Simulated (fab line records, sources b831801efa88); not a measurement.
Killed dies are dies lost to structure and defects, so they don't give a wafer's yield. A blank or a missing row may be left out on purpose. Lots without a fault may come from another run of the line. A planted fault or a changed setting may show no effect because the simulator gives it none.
Which tool did it? | flow gf180mcu | 6 lots, 18 wafers sampled, at 2 steps of a route of 602

WHAT THE GAUGES READ, wafer by wafer
GF_NWELL_OVL_MEAS_07.
lot  | measured    | on         | NWELL_OVL (nm)
L875 | day 3 22:26 | overlay-02 | -1.3 1.9 -0.2
L880 | day 5 02:30 | overlay-01 | - - -
L885 | day 6 04:47 | overlay-01 | 0.5 -0.7 0.9
L890 | day 7 08:59 | overlay-02 | 0.1 2.3 0.6
L892 | day 7 23:29 | overlay-02 | 0.4 -0.4 1.1
L894 | day 8 08:29 | overlay-01 | 2.5 1.5 0.7

WHICH TOOL RAN EACH LOT (tool, then ch and the chambers of the sampled wafers, then the start)
lot  | GF_NWELL_EXPOSE_04
L875 | iline_stepper-01 ch 0, day 3 16:37
L880 | iline_stepper-02 ch 0, day 4 19:26
L885 | iline_stepper-02 ch 0, day 5 21:26
L890 | iline_stepper-02 ch 0, day 7 01:29
L892 | iline_stepper-01 ch 0, day 7 15:28
L894 | iline_stepper-02 ch 0, day 8 00:20
- GF_NWELL_EXPOSE_04: exposes mask Nwell, target cd 860 nm.

THE ANSWER, worked out from the rows above alone
Rule: what is usual is taken from the lots themselves. Put in order of their means at a reading, lots are off if they are a third of the lots or fewer, leave a main group of 4 or more, and stand apart from it by a gap of 3 or more times the standard deviation of the main group's means; of several such gaps the widest counts. A main group whose means are all the same, to the digits that the tables above print for the reading, isn't used. A lot without any number at a reading at which 4 lots or more have one is off too. The other lots that the step has rows for count as sound.
Off: L880, at GF_NWELL_OVL_MEAS_07 (NWELL_OVL). Without a number there: L880. The main group: mean 0.7 nm, standard deviation 0.54.
A tool fits if, at a process step before that reading, it ran every lot that is off, and no sound lot after the first of them. The gauges at GF_NWELL_OVL_MEAS_07 are tried like those tools. None of those tried fits.

WHAT THE SIMULATOR HAD PUT IN
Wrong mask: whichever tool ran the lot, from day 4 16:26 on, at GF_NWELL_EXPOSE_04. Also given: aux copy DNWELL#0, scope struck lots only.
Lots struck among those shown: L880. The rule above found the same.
